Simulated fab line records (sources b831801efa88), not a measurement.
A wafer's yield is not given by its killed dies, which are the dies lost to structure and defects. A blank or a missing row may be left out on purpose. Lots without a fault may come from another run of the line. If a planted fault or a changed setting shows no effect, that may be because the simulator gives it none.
Which of the tools did it? :: flow sky130 :: 13 lots, 39 wafers sampled, at 4 steps of a route of 708

## WHAT THE GAUGES SHOWED, per wafer
SKY_VT_ADJUST_NCORE_OVL_MEAS_08. Usual: for VT_ADJUST_NCORE_OVL the level is 0.6 nm and the standard deviation is 2.
lot: L888
measured: day 9 00:17
on: overlay-02
VT_ADJUST_NCORE_OVL (nm): -2.0 0.3 -1.4
flag: 

lot: L892
measured: day 10 17:41
on: overlay-01
VT_ADJUST_NCORE_OVL (nm): -2.3 -0.6 0.6
flag: 

lot: L894
measured: day 11 01:58
on: overlay-02
VT_ADJUST_NCORE_OVL (nm): -0.2 -1.9 -1.0
flag: 

lot: L895
measured: day 11 02:16
on: overlay-01
VT_ADJUST_NCORE_OVL (nm): 0.3 -1.1 0.6
flag: 

lot: L896
measured: day 11 13:13
on: overlay-02
VT_ADJUST_NCORE_OVL (nm): -0.5 1.6 -0.7
flag: 

lot: L897
measured: day 11 21:54
on: overlay-01
VT_ADJUST_NCORE_OVL (nm): 4.1 2.6 0.3
flag: 

lot: L899
measured: day 12 12:21
on: overlay-02
VT_ADJUST_NCORE_OVL (nm): -0.7 -1.6 -1.9
flag: 

lot: L900
measured: day 12 14:38
on: overlay-02
VT_ADJUST_NCORE_OVL (nm): 0.4 1.0 0.6
flag: 

lot: L901
measured: day 12 17:19
on: overlay-01
VT_ADJUST_NCORE_OVL (nm): -3.5 -2.7 -1.2
flag: 

lot: L902
measured: day 12 22:35
on: overlay-02
VT_ADJUST_NCORE_OVL (nm): 4.4 1.0 1.2
flag: 

lot: L906
measured: day 14 04:58
on: overlay-01
VT_ADJUST_NCORE_OVL (nm): 3.7 1.3 2.1
flag: 

lot: L907
measured: day 14 15:27
on: overlay-01
VT_ADJUST_NCORE_OVL (nm): 3.4 3.3 1.4
flag: 

lot: L910
measured: day 15 08:37
on: overlay-01
VT_ADJUST_NCORE_OVL (nm): -1.6 -2.3 0.5
flag: 

SKY_SONOS_ONO_THK_MEAS_01. Usual: for SONOS_ONO_OXIDATION_THK the level is 2.61 nm and the standard deviation is 0.05.
lot: L888
measured: day 12 00:58
on: film metro-04
SONOS_ONO_OXIDATION_THK (nm): 2.57 2.66 2.49
flag: 

lot: L892
measured: day 13 19:59
on: film metro-04
SONOS_ONO_OXIDATION_THK (nm): 2.68 2.70 2.63
flag: 

lot: L894
measured: day 14 05:13
on: film metro-03
SONOS_ONO_OXIDATION_THK (nm): 2.64 2.63 2.65
flag: 

lot: L895
measured: day 14 05:13
on: film metro-02
SONOS_ONO_OXIDATION_THK (nm): 2.59 2.63 2.54
flag: 

lot: L896
measured: day 14 16:20
on: film metro-04
SONOS_ONO_OXIDATION_THK (nm): 2.56 2.61 2.57
flag: 

lot: L897
measured: day 15 02:11
on: film metro-02
SONOS_ONO_OXIDATION_THK (nm): 2.64 2.60 2.61
flag: 

lot: L899
measured: day 15 18:28
on: film metro-03
SONOS_ONO_OXIDATION_THK (nm): 2.63 2.66 2.58
flag: 

lot: L900
measured: day 16 00:04
on: film metro-03
SONOS_ONO_OXIDATION_THK (nm): 2.61 2.57 2.67
flag: 

lot: L901
measured: day 16 02:49
on: film metro-03
SONOS_ONO_OXIDATION_THK (nm): 2.59 2.59 2.62
flag: 

lot: L902
measured: day 16 10:14
on: film metro-03
SONOS_ONO_OXIDATION_THK (nm): 2.63 2.57 2.57
flag: 

lot: L906
measured: day 17 17:07
on: film metro-02
SONOS_ONO_OXIDATION_THK (nm): 2.58 2.62 2.57
flag: 

lot: L907
measured: day 18 05:53
on: film metro-04
SONOS_ONO_OXIDATION_THK (nm): 2.70 2.67 2.65
flag: 

lot: L910
measured: day 19 01:01
on: film metro-03
SONOS_ONO_OXIDATION_THK (nm): 2.58 2.58 2.61
flag: 

SKY_GATE_OXIDE_THK_MEAS_02. Usual: for GATE_OXIDE_OXIDATION_00_THK the level is 10.21 nm and the standard deviation is 0.18.
lot: L888
measured: day 14 00:35
on: film metro-01
GATE_OXIDE_OXIDATION_00_THK (nm): 10.22 10.38 10.31
flag: 

lot: L892
measured: day 15 03:35
on: film metro-02
GATE_OXIDE_OXIDATION_00_THK (nm): 10.43 10.28 10.29
flag: 

lot: L894
measured: day 15 13:43
on: film metro-02
GATE_OXIDE_OXIDATION_00_THK (nm): 10.11 10.17 10.01
flag: 

lot: L895
measured: day 15 12:44
on: film metro-01
GATE_OXIDE_OXIDATION_00_THK (nm): 9.83 9.85 9.83
flag: 

lot: L896
measured: day 16 02:53
on: film metro-02
GATE_OXIDE_OXIDATION_00_THK (nm): 10.48 10.18 10.28
flag: 

lot: L897
measured: day 16 15:55
on: film metro-04
GATE_OXIDE_OXIDATION_00_THK (nm): 10.27 10.42 10.36
flag: 

lot: L899
measured: day 17 03:01
on: film metro-01
GATE_OXIDE_OXIDATION_00_THK (nm): 9.93 10.01 9.94
flag: 

lot: L900
measured: day 17 10:10
on: film metro-01
GATE_OXIDE_OXIDATION_00_THK (nm): 10.28 10.10 10.18
flag: 

lot: L901
measured: day 17 13:08
on: film metro-02
GATE_OXIDE_OXIDATION_00_THK (nm): 10.28 10.30 10.25
flag: 

lot: L902
measured: day 17 20:08
on: film metro-01
GATE_OXIDE_OXIDATION_00_THK (nm): 10.08 10.02 10.13
flag: 

lot: L910
measured: day 20 13:34
on: film metro-04
GATE_OXIDE_OXIDATION_00_THK (nm): 10.22 10.24 10.32
flag: 

## WHAT TOOL EACH LOT RAN ON (gives the tool, then ch and the chambers of the sampled wafers, and finally the start)
lot: L888
SKY_SONOS_ONO_ETCH_15: rie diel-01 ch 0,1,2, day 13 22:46

lot: L892
SKY_SONOS_ONO_ETCH_15: rie diel-04 ch 0,1, day 15 01:50

lot: L894
SKY_SONOS_ONO_ETCH_15: rie diel-01 ch 0,1,3, day 15 10:59

lot: L895
SKY_SONOS_ONO_ETCH_15: rie diel-02 ch 0,2,3, day 15 10:52

lot: L896
SKY_SONOS_ONO_ETCH_15: rie diel-04 ch 0,1,3, day 15 23:22

lot: L897
SKY_SONOS_ONO_ETCH_15: rie diel-04 ch 0,2, day 16 09:51

lot: L899
SKY_SONOS_ONO_ETCH_15: rie diel-01 ch 1,2, day 17 00:15

lot: L900
SKY_SONOS_ONO_ETCH_15: rie diel-02 ch 0,2,3, day 17 07:03

lot: L901
SKY_SONOS_ONO_ETCH_15: rie diel-04 ch 0,2,3, day 17 09:59

lot: L902
SKY_SONOS_ONO_ETCH_15: rie diel-01 ch 0,1,2, day 17 17:59

lot: L906
SKY_SONOS_ONO_ETCH_15: rie diel-02 ch 1,3, day 19 04:03

lot: L907
SKY_SONOS_ONO_ETCH_15: rie diel-04 ch 0,2,3, day 19 17:04

lot: L910
SKY_SONOS_ONO_ETCH_15: rie diel-04 ch 0,1,3, day 20 11:48
- SKY_SONOS_ONO_ETCH_15: etches the open film in CHF3/O2, target depth 19.52 nm, time 7.8 s.

## WHAT THE TOOLS THEMSELVES READ (means of the sampled wafers that have a number; where no wafer has one, the mark that the record gives instead)
SKY_SONOS_ONO_ETCH_15. Usual: O2_flow_sccm 4.997 sccm, standard deviation 0.016; bias w 200.1 W, standard deviation 0.51; chamber pressure mTorr 40.00 mTorr, standard deviation 0.041; drypump motor current A 5.9 A, standard deviation 0.37; oes product au 0.997 a.u., standard deviation 0.0093; throttle valve pct 8.824 %, standard deviation 0.009.
lot: L888
tool: rie diel-01
O2_flow_sccm (sccm): 5.011
bias w (W): 199.9
chamber pressure mTorr (mTorr): 40.00
drypump motor current A (A): 6.1
oes product au (a.u.): 0.999
throttle valve pct (%): 8.820
flag: 

lot: L892
tool: rie diel-04
O2_flow_sccm (sccm): 4.993
bias w (W): 200.2
chamber pressure mTorr (mTorr): 39.99
drypump motor current A (A): 6.1
oes product au (a.u.): 1.004
throttle valve pct (%): 8.822
flag: 

lot: L894
tool: rie diel-01
O2_flow_sccm (sccm): 4.997
bias w (W): 200.2
chamber pressure mTorr (mTorr): 40.00
drypump motor current A (A): 5.9
oes product au (a.u.): 1.007
throttle valve pct (%): 8.822
flag: 

lot: L895
tool: rie diel-02
O2_flow_sccm (sccm): 5.004
bias w (W): 200.6
chamber pressure mTorr (mTorr): 40.03
drypump motor current A (A): 5.4
oes product au (a.u.): 1.004
throttle valve pct (%): 8.821
flag: 

lot: L896
tool: rie diel-04
O2_flow_sccm (sccm): 4.989
bias w (W): 200.1
chamber pressure mTorr (mTorr): 39.99
drypump motor current A (A): 5.9
oes product au (a.u.): 1.006
throttle valve pct (%): 8.825
flag: 

lot: L897
tool: rie diel-04
O2_flow_sccm (sccm): 4.988
bias w (W): 199.7
chamber pressure mTorr (mTorr): 40.05
drypump motor current A (A): 6.1
oes product au (a.u.): 0.983
throttle valve pct (%): 8.820
flag: 

lot: L899
tool: rie diel-01
O2_flow_sccm (sccm): 4.996
bias w (W): 200.3
chamber pressure mTorr (mTorr): 39.99
drypump motor current A (A): 5.9
oes product au (a.u.): 0.990
throttle valve pct (%): 8.815
flag: 

lot: L900
tool: rie diel-02
O2_flow_sccm (sccm): 4.997
bias w (W): 200.1
chamber pressure mTorr (mTorr): 39.98
drypump motor current A (A): 5.4
oes product au (a.u.): 0.992
throttle valve pct (%): 8.819
flag: 

lot: L901
tool: rie diel-04
O2_flow_sccm (sccm): 4.996
bias w (W): 199.9
chamber pressure mTorr (mTorr): 40.00
drypump motor current A (A): 5.9
oes product au (a.u.): 0.995
throttle valve pct (%): 8.821
flag: 

lot: L902
tool: rie diel-01
O2_flow_sccm (sccm): 4.982
bias w (W): 200.0
chamber pressure mTorr (mTorr): 40.00
drypump motor current A (A): 6.1
oes product au (a.u.): 0.996
throttle valve pct (%): 8.830
flag: 

lot: L906
tool: rie diel-02
O2_flow_sccm (sccm): -
bias w (W): -
chamber pressure mTorr (mTorr): -
drypump motor current A (A): -
oes product au (a.u.): -
throttle valve pct (%): -
flag: OFF

lot: L907
tool: rie diel-04
O2_flow_sccm (sccm): -
bias w (W): -
chamber pressure mTorr (mTorr): -
drypump motor current A (A): -
oes product au (a.u.): -
throttle valve pct (%): -
flag: OFF

lot: L910
tool: rie diel-04
O2_flow_sccm (sccm): 5.001
bias w (W): 199.8
chamber pressure mTorr (mTorr): 40.00
drypump motor current A (A): 5.9
oes product au (a.u.): 0.994
throttle valve pct (%): 8.830
flag: 

## THE ANSWER, worked out from the rows above alone
Rule: lot off if the mean of its wafers having a number is beyond 3 standard deviations from the usual mean. Also off: a lot with no number at a reading for which 4 or more lots have one. The other lots that the step has rows for count as sound. The gauges are gone through in route order, then the tools' own readings, and for those a lot's mean is taken as printed above. The first step at which some lot is off is used, and at that step the reading that is off furthest; a lot without a number counts as furthest.
Off: L906, L907, at SKY_SONOS_ONO_ETCH_15 (O2_flow_sccm). Without a number there: L906, L907.
A tool fits if, at that step or a process step before it, it ran every lot that is off, and no sound lot after the first of them. Not one of the candidates tried fits.

## WHAT THE SIMULATOR PUT IN
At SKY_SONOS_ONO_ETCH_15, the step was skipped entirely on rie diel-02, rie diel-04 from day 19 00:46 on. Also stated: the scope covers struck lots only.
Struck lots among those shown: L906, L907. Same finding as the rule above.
